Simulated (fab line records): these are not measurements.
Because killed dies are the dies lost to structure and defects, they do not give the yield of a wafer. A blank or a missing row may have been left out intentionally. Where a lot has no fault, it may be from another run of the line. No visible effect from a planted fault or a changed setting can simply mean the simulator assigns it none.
Which of the tools did it? + flow sky130 + Sampling: 12 lots, 36 wafers, 2 of 708 route steps

## WHAT THE GAUGES SHOWED, per wafer
SKY_VIA2_RS_MEAS_22: measures by four-point-probe.
| lot  | measured     | on            | VIA2_W_RS (ohm/sq) |
|------|--------------|---------------|--------------------|
| L075 | day 36 17:21 | film-metro-02 | 0.275 0.272 0.271  |
| L077 | day 37 06:57 | film-metro-03 | 0.271 0.275 0.271  |
| L080 | day 38 09:26 | film-metro-02 | 0.274 0.268 0.275  |
| L081 | day 38 22:13 | film-metro-01 | 0.271 0.267 0.266  |
| L083 | day 39 17:07 | film-metro-01 | 0.273 0.274 0.274  |
| L084 | day 39 21:24 | film-metro-02 | 0.269 0.271 0.270  |
| L087 | day 40 20:52 | film-metro-02 | 0.262 0.264 0.265  |
| L089 | day 41 05:03 | film-metro-02 | 0.270 0.275 0.274  |
| L091 | day 41 14:37 | film-metro-01 | 0.271 0.271 0.274  |
| L093 | day 42 08:17 | film-metro-01 | 0.275 0.272 0.273  |
| L095 | day 42 22:56 | film-metro-03 | 0.273 0.268 0.273  |
| L096 | day 43 02:58 | film-metro-02 | 0.276 0.271 0.274  |

## WHAT TOOL EACH LOT RAN ON (gives the tool, then ch and the chambers of the sampled wafers, and finally the start)
| lot  | SKY_METAL2_SPUTTER_03        |
|------|------------------------------|
| L075 | pvd-sputter-03, day 34 10:35 |
| L077 | pvd-sputter-04, day 35 00:25 |
| L080 | pvd-sputter-01, day 36 02:44 |
| L081 | pvd-sputter-01, day 36 16:36 |
| L083 | pvd-sputter-01, day 37 11:47 |
| L084 | pvd-sputter-03, day 37 15:50 |
| L087 | pvd-sputter-04, day 38 15:49 |
| L089 | pvd-sputter-04, day 39 01:07 |
| L091 | pvd-sputter-01, day 39 11:47 |
| L093 | pvd-sputter-04, day 40 05:17 |
| L095 | pvd-sputter-01, day 40 20:35 |
| L096 | pvd-sputter-03, day 41 02:05 |
- SKY_METAL2_SPUTTER_03: material Ti, target thk 5 nm, time 3.3 s.

## THE ANSWER, worked out from the rows above alone
Rule: the usual values come from the lots themselves. Put in order of their means at a reading, lots are off if they are a third of the lots or fewer, leave a main group of 4 or more, and stand apart from it by a gap of 3 or more times the standard deviation of the main group's means; of several such gaps the widest counts. If all means in a main group match to the digits the tables above print for the reading, that group is not used. A lot without any number at a reading at which 4 lots or more have one is off too. Where the step has rows for the other lots, those lots are counted as sound.
Nothing can be told from this: no lot is off at any reading shown.

## WHAT WAS PUT IN BY THE SIMULATOR
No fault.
